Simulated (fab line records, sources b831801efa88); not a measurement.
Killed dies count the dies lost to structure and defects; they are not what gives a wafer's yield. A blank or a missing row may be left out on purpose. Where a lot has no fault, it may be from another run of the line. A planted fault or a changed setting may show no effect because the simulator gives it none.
Matching of chambers / flow sky130 / SKY_CONTACT_CVD_00 on pecvd-02: 3 sister chambers
The step deposits Si3N4, target thk 75 nm. 6 wafers are shown with their chamber, then 7 later ones without.

== WAFERS, EACH WITH ITS CHAMBER ==
wafer=L077.5; chamber=2; heaterPowerW (W)=757
wafer=L084.2; chamber=1; heaterPowerW (W)=768
wafer=L084.5; chamber=2; heaterPowerW (W)=734
wafer=L084.6; chamber=0; heaterPowerW (W)=770
wafer=L087.4; chamber=1; heaterPowerW (W)=756
wafer=L087.5; chamber=0; heaterPowerW (W)=790

== WAFERS MISSING THEIR CHAMBER ==
wafer=L087.6; heaterPowerW (W)=690
wafer=L094.2; heaterPowerW (W)=801
wafer=L094.3; heaterPowerW (W)=800
wafer=L094.4; heaterPowerW (W)=645
wafer=L097.1; heaterPowerW (W)=660
wafer=L097.3; heaterPowerW (W)=843
wafer=L097.6; heaterPowerW (W)=743

== THE CHAMBER EACH PASSED THROUGH ==
wafer=L087.6; from the rows above=can't be placed: 2 or 1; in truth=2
wafer=L094.2; from the rows above=can't be placed: 0 or 1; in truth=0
wafer=L094.3; from the rows above=can't be placed: 0 or 1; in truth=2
wafer=L094.4; from the rows above=can't be placed: 2 or 1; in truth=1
wafer=L097.1; from the rows above=can't be placed: 2 or 1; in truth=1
wafer=L097.3; from the rows above=can't be placed: 0 or 1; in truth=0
wafer=L097.6; from the rows above=can't be placed: 2 or 1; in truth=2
Correct placement for 0 of the 7. Can't be placed from these rows: 7 (the true chamber is among the candidates in 6). Number placed wrongly: 0.
How it was worked out, from the rows above alone: a wafer's distance from a chamber is the root of the sum, over the readings, of the square of ((its reading less the chamber's mean) divided by the reading's scatter). The wafer belongs to the nearest chamber; if the next one is less than 2 further off, it can't be placed. Each chamber's mean is taken over the wafers shown for it. The scatter: the root of (the sum of the squares of (reading less its chamber's mean) over the shown wafers, divided by (wafers less chambers)).
